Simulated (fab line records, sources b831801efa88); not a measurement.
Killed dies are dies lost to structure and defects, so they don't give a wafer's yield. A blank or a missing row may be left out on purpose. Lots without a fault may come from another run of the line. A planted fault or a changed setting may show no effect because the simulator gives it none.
fab line records | flow sky130
record lots=11 wafers=33 last_day=50
route steps=708 shown METAL1@451 METAL2@485 PAD_OPEN@708
lots that met no fault: from a run of the same line without faults
start_h: hours from the record's first day to the start of the lot's first wafer shown | wait_h: hours since the lot's step before | " the same as in the row above | L1.1+2: a row that stands for several wafers | - no value, or no start given | * or withheld: withheld | < > ~ a bound
route shown NAME@n: a module of which the file shows steps, and the number in the route of the first | usual: mean/standard deviation of fault-free wafers | same: alike in all rows | chamber/n: place in a boat | sites: the reading at each site | _std_site: their standard deviation | _edge_site: outer sites' mean less inner sites' | radius_mm: how far each site lies from the wafer's centre | mask NAME#n: copy n | behind: the tool/chamber that last shaped the wafer | hold: why the lot was held/for how many hours/how that ended | device: the transistor (n, p or np) that didn't switch | end of line: the same wafers' tests at the end of the route | a step without rows: its recipe alone | killed: dies lost to structure and defects at the first sort, not the wafer's yield | map: a wafer's dies, x killed, . not, _ none there
set.NAME: the setting as run; set.NAME@STEP: as run at that earlier step | model.NAME: the simulator's own value behind a step, which no gauge read
steps of the route over a sample of lots; a table a step, a row a wafer
services: from which hour (start_h, from the record's first day; less than 0 if before it) a tool's chamber was out of use, for how many hours, and why
## steps
# step SKY_METAL1_DESCUM_17
# recipe chemistry=O2 source_power_w=150 bias_power_w=0 pressure_mtorr=10 temp_c=40 time_s=8
# usual drypump_motor_current_A=5.75/0.28 oes_product_au=0.996/0.0076
# columns lot.wafer tool chamber start_h wait_h drypump_motor_current_A oes_product_au rf_hours_counter_h
L593.1 rie_metal-01 0 784.38 0.0 5.65 1.003 15
L593.3 " 0 " " 5.63 0.991 -
L593.5 " 0 " " 5.65 1.006 -
L597.3 rie_metal-01 1 820.06 0.0 5.84 0.997 -
L597.5 " 1 " " 5.82 0.987 -
L597.6 " 1 " " 5.82 0.998 -
L599.2 rie_metal-03 0 836.04 0.0 6.10 0.992 6
L599.4 " 0 " " 6.11 1.001 -
L599.5 " 1 " " 5.02 0.990 -
L602.1 rie_metal-01 0 856.09 0.0 5.65 1.002 1
L602.2 " 1 " " 5.83 0.995 7
L602.3 " 0 " " 5.64 0.992 -
L603.2 rie_metal-01 1 862.84 0.0 5.84 1.003 7
L603.4 " 1 " " 5.85 1.000 -
L603.6 " 0 " " 5.63 0.996 -
L605.1 rie_metal-01 0 880.36 0.0 5.65 0.994 2
L605.4 " 1 " " 5.84 1.005 -
L605.5 " 1 " " 5.84 0.983 -
L606.2 rie_metal-04 1 890.90 0.0 5.80 0.985 17
L606.3 " 1 " " 5.83 0.997 -
L606.4 " 0 " " 5.95 0.999 -
L608.1 rie_metal-03 1 900.74 0.0 5.00 0.998 7
L608.3 " 0 " " 6.10 1.000 -
L608.6 " 0 " " 6.08 0.994 -
L611.3 rie_metal-03 0 929.30 0.0 6.07 0.998 -
L611.4 " 1 " " 4.99 0.991 -
L611.5 " 1 " " 5.01 0.999 -
L612.1 rie_metal-04 0 932.84 0.0 5.95 1.013 10
L612.4 " 0 " " 5.94 0.998 -
L612.6 " 0 " " 5.95 0.996 -
L613.2 rie_metal-04 1 937.94 0.0 5.81 0.999 0
L613.5 " 0 " " 5.95 1.001 -
L613.6 " 1 " " 5.77 0.998 -
# step SKY_METAL2_SPUTTER_02
# recipe material=AlCu target_thk_nm=250 power_w=10600 time_s=13.3 chamber_pressure_pa=0.4
# usual cathode_dc_power_W=10600/2 throttle_valve_pct=29.9/0.99
# columns lot.wafer tool chamber start_h wait_h cathode_dc_power_W throttle_valve_pct
L593.1 pvd_sputter-03 - 813.56 0.0 10599 29.4
L593.3 " - " " 10603 30.8
L593.5 " - " " 10598 31.3
L597.3 pvd_sputter-01 - 849.21 0.0 10597 28.2
L597.5 " - " " 10603 27.9
L597.6 " - " " 10599 29.1
L599.2 pvd_sputter-03 - 864.22 0.0 10599 30.5
L599.4 " - " " 10600 30.8
L599.5 " - " " 10600 31.6
L602.1 pvd_sputter-01 - 884.90 0.0 10599 29.9
L602.2 " - " " 10603 29.2
L602.3 " - " " 10597 30.8
L603.2 pvd_sputter-01 - 891.45 0.0 10600 29.1
L603.4 " - " " 10597 31.0
L603.6 " - " " 10600 30.7
L605.1 pvd_sputter-01 - 908.93 0.0 10599 27.8
L605.4 " - " " 10602 29.7
L605.5 " - " " 10602 27.6
L606.2 pvd_sputter-04 - 919.09 0.0 10602 30.4
L606.3 " - " " 10600 30.6
L606.4 " - " " 10602 30.5
L608.1 pvd_sputter-04 - 928.61 0.0 10601 29.1
L608.3 " - " " 10598 30.8
L608.6 " - " " 10598 30.2
L611.3 pvd_sputter-04 - 956.03 0.0 10602 30.6
L611.4 " - " " 10603 30.1
L611.5 " - " " 10603 30.6
L612.1 pvd_sputter-01 - 960.03 0.0 10603 27.8
L612.4 " - " " 10602 29.2
L612.6 " - " " 10599 29.2
L613.2 pvd_sputter-04 - 965.30 0.0 10599 29.1
L613.5 " - " " 10600 30.8
L613.6 " - " " 10598 29.1
# step SKY_METAL2_SPUTTER_03
# recipe material=Ti target_thk_nm=5 power_w=3000 time_s=3.3 chamber_pressure_pa=0.4
# usual cathode_dc_power_W=3000.0/0.49 throttle_valve_pct=29.9/0.99
# columns lot.wafer tool chamber start_h wait_h cathode_dc_power_W throttle_valve_pct
L593.1 pvd_sputter-03 - 813.59 0.0 2999.7 29.4
L593.3 " - " " 2999.7 30.6
L593.5 " - " " 3000.3 31.4
L597.3 pvd_sputter-01 - 849.23 0.0 2999.9 27.8
L597.5 " - " " 2999.7 27.6
L597.6 " - " " 2999.1 29.0
L599.2 pvd_sputter-03 - 864.24 0.0 2999.7 30.7
L599.4 " - " " 2999.9 30.7
L599.5 " - " " 3000.2 31.2
L602.1 pvd_sputter-01 - 884.93 0.0 3000.8 29.6
L602.2 " - " " 3000.4 29.0
L602.3 " - " " 2998.8 30.8
L603.2 pvd_sputter-01 - 891.48 0.0 3000.5 29.3
L603.4 " - " " 2999.9 30.9
L603.6 " - " " 3000.0 31.0
L605.1 pvd_sputter-01 - 908.95 0.0 2999.9 28.0
L605.4 " - " " 2999.6 29.5
L605.5 " - " " 2999.4 27.8
L606.2 pvd_sputter-04 - 919.12 0.0 2999.8 30.5
L606.3 " - " " 2999.5 30.4
L606.4 " - " " 3000.1 30.7
L608.1 pvd_sputter-04 - 928.64 0.0 2999.8 29.3
L608.3 " - " " 3000.0 30.5
L608.6 " - " " 3000.0 30.5
L611.3 pvd_sputter-04 - 956.06 0.0 3000.5 30.8
L611.4 " - " " 2999.8 30.0
L611.5 " - " " 3000.3 30.4
L612.1 pvd_sputter-01 - 960.05 0.0 2999.7 27.9
L612.4 " - " " 3000.2 29.1
L612.6 " - " " 3000.6 28.9
L613.2 pvd_sputter-04 - 965.32 0.0 2999.4 29.0
L613.5 " - " " 2999.7 30.8
L613.6 " - " " 3000.7 29.2
# step SKY_METAL2_COAT_10
# recipe resist=KrF-thick spin_rpm=3000 resist_thk_nm=450
# usual chill_plate_temp_C=22.99/0.11 spin_speed_rpm=3000.3/2.6
# columns lot.wafer tool chamber start_h wait_h chill_plate_temp_C spin_speed_rpm
L593.1 litho_track-03 0 826 - 22.97 2999.4
L593.3 " 0 " " 23.15 3002.2
L593.5 " 0 827 - 22.97 2997.4
L597.3 litho_track-03 0 862 - 23.08 3005.5
L597.5 " 0 " " 23.01 3001.3
L597.6 " 0 " " 23.07 3000.1
L599.2 litho_track-03 0 877 - 23.07 2995.6
L599.4 " 0 " " 22.84 2998.4
L599.5 " 0 " " 22.93 3000.7
L602.1 litho_track-03 0 897 - 23.15 2710.4
L602.2 " 0 " " 23.04 2712.7
L602.3 " 0 " " 22.95 2711.2
L603.2 litho_track-03 0 904 - 22.89 2710.5
L603.4 " 0 " " 22.97 2707.1
L603.6 " 0 " " 22.92 2708.4
L605.1 litho_track-04 0 920 - 22.93 2999.2
L605.4 " 0 " " 22.91 3000.5
L605.5 " 0 " " 22.92 2998.5
L606.2 litho_track-04 0 931 - 23.03 2996.2
L606.3 " 0 " " 22.85 2997.9
L606.4 " 0 " " 23.04 3002.0
L608.1 litho_track-01 0 940 - 22.79 3000.1
L608.3 " 0 " " 23.06 3001.5
L608.6 " 0 " " 22.97 2999.5
L611.3 litho_track-01 0 967 - 22.98 3000.6
L611.4 " 0 " " 22.98 2998.7
L611.5 " 0 " " 22.97 3005.1
L612.1 litho_track-01 0 971 - 23.10 3004.6
L612.4 " 0 " " 23.13 3001.3
L612.6 " 0 " " 23.11 2999.5
L613.2 litho_track-04 0 977 - 23.04 3000.8
L613.5 " 0 " " 22.87 3001.6
L613.6 " 0 " " 22.79 3001.3
# step SKY_METAL2_STRIP_20
# recipe chemistry=O2/N2 power_w=1400 pressure_mtorr=1500 platen_temp_c=withheld o2_flow_sccm=3000 n2_flow_sccm=300 overash_fraction=0.5
# usual drypump_motor_current_A=5.7/0.3 oes_product_au=0.343/0.0046 strip_time_to_endpoint_s=2.703/0.027
# columns lot.wafer tool chamber start_h wait_h drypump_motor_current_A oes_product_au rf_hours_counter_h strip_time_to_endpoint_s
L593.1 plasma_asher-03 0 839.42 0.1 5.5 0.345 73 2.766
L593.3 " 1 " " 5.6 0.338 - 2.763
L593.5 " 1 " " 5.6 0.340 - 2.740
L597.3 plasma_asher-02 0 875.91 0.1 6.1 0.332 - 2.747
L597.5 " 0 " " 6.1 0.342 - 2.722
L597.6 " 1 " " 5.7 0.347 - 2.758
L599.2 plasma_asher-02 1 890.68 0.1 5.7 0.344 15 2.705
L599.4 " 1 " " 5.6 0.345 - 2.697
L599.5 " 0 " " 6.1 0.345 - 2.713
L602.1 plasma_asher-03 0 911.37 0.1 5.5 0.351 80 2.991
L602.2 " 1 " " 5.6 0.358 80 2.985
L602.3 " 1 " " 5.6 0.358 - 2.988
L603.2 plasma_asher-02 0 917.28 0.1 6.1 0.351 18 2.995
L603.4 " 0 " " 6.1 0.346 - 2.964
L603.6 " 0 " " 6.1 0.353 - 2.945
L605.1 plasma_asher-01 0 933.87 0.1 5.0 0.345 49 2.713
L605.4 " 1 " " 5.8 0.350 - 2.662
L605.5 " 1 " " 5.9 0.341 - 2.703
L606.2 plasma_asher-02 0 943.94 0.1 6.1 0.334 20 2.688
L606.3 " 1 " " 5.7 0.343 - 2.675
L606.4 " 0 " " 6.1 0.342 - 2.690
L608.1 plasma_asher-02 1 952.99 0.1 5.7 0.348 21 2.711
L608.3 " 0 " " 6.1 0.343 - 2.690
L608.6 " 1 " " 5.7 0.339 - 2.675
L611.3 plasma_asher-02 1 980.77 0.1 5.7 0.342 - 2.762
L611.4 " 0 " " 6.1 0.347 - 2.707
L611.5 " 1 " " 5.7 0.342 - 2.724
L612.1 plasma_asher-03 0 983.74 0.1 5.6 0.337 86 2.741
L612.4 " 1 " " 5.6 0.344 - 2.749
L612.6 " 0 " " 5.5 0.343 - 2.746
L613.2 plasma_asher-03 0 990.49 0.1 5.6 0.342 86 2.708
L613.5 " 1 " " 5.6 0.341 - 2.695
L613.6 " 0 " " 5.5 0.344 - 2.719
# step SKY_PAD_OPEN_PROBE_99
# usual defect_limited_yield=82.4/1.8 killed_at_M0_to_M3=44/7.2 killed_at_M4_up=3.5/1.8 killed_at_contacts=25/5.1 killed_at_front_end=14/4.4 killed_at_other=0.4/0.58 killed_dies=87/9.1 killed_open=48/6.9 killed_short=38/6.3 sort_bin_3_pad_short=0.9/0.43 sort_bin_5_function=10.5/1.5 sort_bin_6_memory=6.3/1.1 sort_n_pass=405/9.1 sort_yield_pct=82.4/1.8
# same gross_dies=492 killed_at_back_side=0 sort_bin_4_leakage[%]=0 sort_bin_8_speed[%]=0
# columns lot.wafer tool chamber start_h wait_h defect_limited_yield[%] killed_at_M0_to_M3 killed_at_M4_up killed_at_contacts killed_at_front_end killed_at_other killed_dies killed_open killed_short sort_bin_3_pad_short[%] sort_bin_5_function[%] sort_bin_6_memory[%] sort_n_pass sort_yield_pct[%]
L603.2 prober-02 - 1150.85 0.1 83.5 44 2 25 10 0 81 47 34 1.2 8.3 6.9 411 83.5
L603.4 prober-02 - 1150.95 0.2 82.7 52 1 22 9 1 85 53 32 0.8 9.6 6.9 407 82.7
L603.6 prober-02 - 1151.05 0.2 83.9 44 3 16 16 0 79 51 28 0.8 7.9 7.3 413 83.9
L605.1 prober-02 - 1161.56 0.1 84.3 48 3 19 6 1 77 46 31 0.6 8.5 6.5 415 84.3
L605.4 prober-02 - 1161.71 0.2 82.7 43 3 25 14 0 85 45 40 1.0 10.6 5.7 407 82.7
L605.5 prober-02 - 1161.76 0.2 82.3 45 2 25 14 1 87 50 37 0.8 9.6 7.3 405 82.3
L606.2 prober-01 - 1169.50 0.1 81.5 38 8 30 14 1 91 45 45 0.2 10.8 7.5 401 81.5
L606.3 prober-01 - 1169.55 0.2 82.9 45 5 21 13 0 84 50 34 1.4 11.2 4.5 408 82.9
L606.4 prober-01 - 1169.60 0.2 84.3 40 3 20 14 0 77 39 38 1.0 9.3 5.3 415 84.3
L608.1 prober-01 - 1175.69 0.1 81.9 50 4 26 9 0 89 45 41 1.4 10.6 6.1 403 81.9
L608.3 prober-01 - 1175.79 0.2 80.3 62 2 26 7 0 97 53 43 1.4 9.3 8.9 395 80.3
L608.6 prober-01 - 1175.94 0.2 79.7 58 1 26 15 0 100 58 42 0.8 12.2 7.3 392 79.7
# killed by level:class
L603.2 CONTACT:geometric_particle:open=11 VIA1:geometric_particle:open=8 VIA2:geometric_particle:open=7 METAL2:geometric_particle:short=7 LI_CONTACT:geometric_particle:open=6 METAL3:geometric_particle:short=5 POLY_GATE:geometric_particle:open=4 CONTACT:geometric_particle:short=4
L603.4 VIA1:geometric_particle:open=12 VIA2:geometric_particle:open=10 CONTACT:geometric_particle:open=9 VIA2:geometric_particle:short=6 VIA3:geometric_particle:open=6 FIELD_ISO:geometric_particle:open=5 LOCAL_INTERCONNECT:geometric_particle:short=5 METAL2:geometric_particle:short=5
L603.6 VIA2:geometric_particle:open=11 VIA1:geometric_particle:open=10 FIELD_ISO:geometric_particle:open=9 METAL2:geometric_particle:short=7 CONTACT:geometric_particle:open=5 LI_CONTACT:geometric_particle:open=4 POLY_GATE:geometric_particle:open=4 LOCAL_INTERCONNECT:geometric_particle:short=4
L605.1 VIA1:geometric_particle:open=14 LI_CONTACT:geometric_particle:open=8 VIA2:geometric_particle:open=8 METAL2:geometric_particle:short=7 METAL1:geometric_particle:short=6 VIA3:geometric_particle:open=6 FIELD_ISO:geometric_particle:open=4 LOCAL_INTERCONNECT:geometric_particle:short=4
L605.4 LI_CONTACT:geometric_particle:open=8 METAL2:geometric_particle:short=8 CONTACT:geometric_particle:open=7 FIELD_ISO:geometric_particle:open=6 VIA1:geometric_particle:open=6 VIA3:geometric_particle:open=5 VIA2:geometric_particle:short=5 VIA2:geometric_particle:open=5
L605.5 VIA1:geometric_particle:open=12 LI_CONTACT:geometric_particle:open=11 METAL2:geometric_particle:short=7 CONTACT:geometric_particle:open=7 VIA2:geometric_particle:open=6 METAL3:geometric_particle:short=6 METAL1:geometric_particle:short=4 VIA1:geometric_particle:short=4
L606.2 VIA1:geometric_particle:open=10 CONTACT:geometric_particle:open=9 CONTACT:geometric_particle:short=8 METAL1:geometric_particle:short=7 VIA3:geometric_particle:open=5 LI_CONTACT:geometric_particle:open=5 LOCAL_INTERCONNECT:geometric_particle:short=5 VIA2:geometric_particle:open=5
L606.3 VIA1:geometric_particle:open=14 CONTACT:geometric_particle:open=7 METAL2:geometric_particle:short=7 POLY_GATE:geometric_particle:open=5 LI_CONTACT:geometric_particle:open=5 VIA2:geometric_particle:open=5 METAL4:geometric_particle:short=5 CONTACT:geometric_particle:short=4
L606.4 VIA1:geometric_particle:open=11 VIA3:geometric_particle:open=7 METAL2:geometric_particle:short=6 LI_CONTACT:geometric_particle:open=6 LOCAL_INTERCONNECT:geometric_particle:short=6 FIELD_ISO:geometric_particle:short=5 METAL3:geometric_particle:short=5 FIELD_ISO:geometric_particle:open=4
L608.1 VIA1:geometric_particle:open=16 CONTACT:geometric_particle:open=10 VIA1:geometric_particle:short=9 CONTACT:geometric_particle:short=6 METAL1:geometric_particle:short=4 METAL2:geometric_particle:short=4 VIA2:geometric_particle:open=4 VIA3:geometric_particle:short=4
L608.3 VIA1:geometric_particle:open=14 METAL1:geometric_particle:short=10 LI_CONTACT:geometric_particle:open=9 CONTACT:geometric_particle:open=9 VIA3:geometric_particle:open=9 METAL2:geometric_particle:short=8 VIA2:geometric_particle:open=6 VIA3:geometric_particle:short=5
L608.6 VIA1:geometric_particle:open=13 CONTACT:geometric_particle:open=9 VIA3:geometric_particle:open=8 VIA2:geometric_particle:open=7 LI_CONTACT:geometric_particle:open=7 METAL1:geometric_particle:short=7 VIA1:geometric_particle:short=6 METAL2:geometric_particle:short=5
## services
# columns tool chamber start_h hours kind
rie_metal-04 1 760.73 2.0 repair
pvd_sputter-03 - 763.04 5.3 repair
pvd_sputter-04 3 782.19 - consumable_replace:kit
pvd_sputter-04 3 782.19 18.0 scheduled_down
pvd_sputter-04 3 782.19 18.0 vent_cycle
rie_metal-04 0 787.42 1.2 repair
pvd_sputter-04 - 791.24 1.4 repair
rie_metal-04 - 803.20 0.5 repair
rie_metal-01 1 813.56 5.7 repair
pvd_sputter-01 - 849.35 1.8 repair
rie_metal-04 - 853.32 1.4 pm
plasma_asher-01 - 858.16 7.7 repair
pvd_sputter-03 - 884.25 2.4 repair
pvd_sputter-04 2 910.25 - consumable_replace:kit
pvd_sputter-04 2 910.25 18.0 scheduled_down
pvd_sputter-04 2 910.25 18.0 vent_cycle
plasma_asher-03 - 919.48 2.4 repair
pvd_sputter-01 - 931.00 11.1 repair
rie_metal-03 1 934.91 2.4 repair
plasma_asher-03 - 948.72 15.6 pm
pvd_sputter-01 2 960.12 - consumable_replace:kit
pvd_sputter-01 2 960.12 18.0 scheduled_down
pvd_sputter-01 2 960.12 18.0 vent_cycle
plasma_asher-03 - 968.03 0.8 repair
## key
first_sign step=SKY_METAL2_COAT_10 reading=spin_speed_rpm direction=down sigmas=99+ usual=3000.3 struck=2710.1
effect step=SKY_METAL2_STRIP_20 reading=strip_time_to_endpoint_s direction=up sigmas=10 usual=* struck=*
met_at SKY_METAL2_COAT_10
struck_lots L602,L603
not_acting_at SKY_METAL1_DESCUM_17,SKY_METAL2_SPUTTER_02,SKY_METAL2_SPUTTER_03
onset_between 877 897
fault kind=process_parameter_drift tool=litho_track-03 chamber=- onset_h=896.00 steps=SKY_METAL2_COAT_10 channel=spin_rpm offset=-288.99 shape=step end_h=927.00 acts_in=these_recipes_only stated=3000
